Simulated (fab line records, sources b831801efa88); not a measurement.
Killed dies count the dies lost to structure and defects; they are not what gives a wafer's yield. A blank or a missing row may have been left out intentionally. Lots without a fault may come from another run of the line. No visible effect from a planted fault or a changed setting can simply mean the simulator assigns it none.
What tool caused it? | flow sky130 | 12 lots with 36 wafers sampled at 2 steps, on a route of 708 steps

## WHAT EACH GAUGE READ, for each wafer
SKY_VIA3_THK_MEAS_23: measures by xrf. Usual: VIA3_W_THK 391 nm, standard deviation 6.6.
lot  | measured     | on            | VIA3_W_THK (nm) | flag
L919 | day 39 05:11 | film_metro-03 | 392 394 390     |
L920 | day 39 17:43 | film_metro-04 | 384 389 386     |
L921 | day 40 05:02 | film_metro-03 | 399 400 401     |
L922 | day 40 16:13 | film_metro-03 | 400 399 405     |
L923 | day 40 22:36 | film_metro-03 | 402 401 397     |
L924 | day 41 02:12 | film_metro-02 | 387 385 388     |
L925 | day 41 08:48 | film_metro-03 | 385 386 389     |
L927 | day 41 23:10 | film_metro-02 | 388 389 390     |
L928 | day 42 11:02 | film_metro-03 | 391 391 387     |
L929 | day 42 15:13 | film_metro-02 | 380 378 381     |
L941 | day 45 22:14 | film_metro-03 | 396 396 397     |
L942 | day 46 00:56 | film_metro-03 | 384 381 381     |

## WHICH TOOL RAN EACH LOT (tool, then ch and the chambers of the sampled wafers, then the start)
lot  | SKY_METAL2_SPUTTER_03
L919 | pvd_sputter-04, day 33 10:59
L920 | pvd_sputter-03, day 34 03:01
L921 | pvd_sputter-03, day 34 12:43
L922 | pvd_sputter-03, day 35 02:19
L923 | pvd_sputter-03, day 35 09:23
L924 | pvd_sputter-01, day 35 13:42
L925 | pvd_sputter-03, day 35 19:37
L927 | pvd_sputter-04, day 36 12:56
L928 | pvd_sputter-03, day 37 00:22
L929 | pvd_sputter-04, day 37 05:22
L941 | pvd_sputter-03, day 40 22:14
L942 | pvd_sputter-01, day 41 03:10
- SKY_METAL2_SPUTTER_03: material Ti, target thk 5 nm, time 3.3 s.

## AS READ BY THE TOOLS THEMSELVES (means over the sampled wafers that have a number; for cases with no such wafer, the mark the record gives instead)
SKY_METAL2_SPUTTER_03. Usual: cathode_dc_power_W 3000.0 W, standard deviation 0.51; chamber_pressure_pa 0.4000 Pa, standard deviation 0.00074; throttle_valve_pct 30.0 %, standard deviation 1.
lot  | tool           | cathode_dc_power_W (W) | chamber_pressure_pa (Pa) | throttle_valve_pct (%) | flag
L919 | pvd_sputter-04 | 2999.5                 | 0.4013                   | 29.0                   |
L920 | pvd_sputter-03 | 2999.7                 | 0.4009                   | 30.7                   |
L921 | pvd_sputter-03 | 3000.0                 | 0.4001                   | 30.9                   |
L922 | pvd_sputter-03 | 2999.4                 | 0.3997                   | 30.2                   |
L923 | pvd_sputter-03 | 2999.5                 | 0.4005                   | 30.2                   |
L924 | pvd_sputter-01 | 3000.6                 | 0.4001                   | 29.2                   |
L925 | pvd_sputter-03 | 2999.9                 | 0.4000                   | 30.2                   |
L927 | pvd_sputter-04 | 3000.2                 | 0.3997                   | 29.1                   |
L928 | pvd_sputter-03 | 3000.3                 | 0.4000                   | 29.6                   |
L929 | pvd_sputter-04 | 3000.1                 | 0.3999                   | 29.1                   |
L941 | pvd_sputter-03 | 3000.1                 | 0.4003                   | 29.9                   |
L942 | pvd_sputter-01 | 3000.0                 | 0.3993                   | 29.5                   |

## THE ANSWER, worked out from the rows above alone
Rule: a lot counts as off when the mean over its wafers that have a number is more than 3 standard deviations away from the usual mean. Also off: a lot with no number at a reading for which 4 or more lots have one. Where the step has rows for the other lots, those lots are counted as sound. After the gauges, taken in route order, come the tools' own readings; for these a lot's mean is taken, as printed above. At the first step where some lot is off, the reading lying furthest off is the one used; lots without a number count as furthest.
No lot is off at any reading shown: from this, nothing can be told.

## WHAT WAS PUT IN BY THE SIMULATOR
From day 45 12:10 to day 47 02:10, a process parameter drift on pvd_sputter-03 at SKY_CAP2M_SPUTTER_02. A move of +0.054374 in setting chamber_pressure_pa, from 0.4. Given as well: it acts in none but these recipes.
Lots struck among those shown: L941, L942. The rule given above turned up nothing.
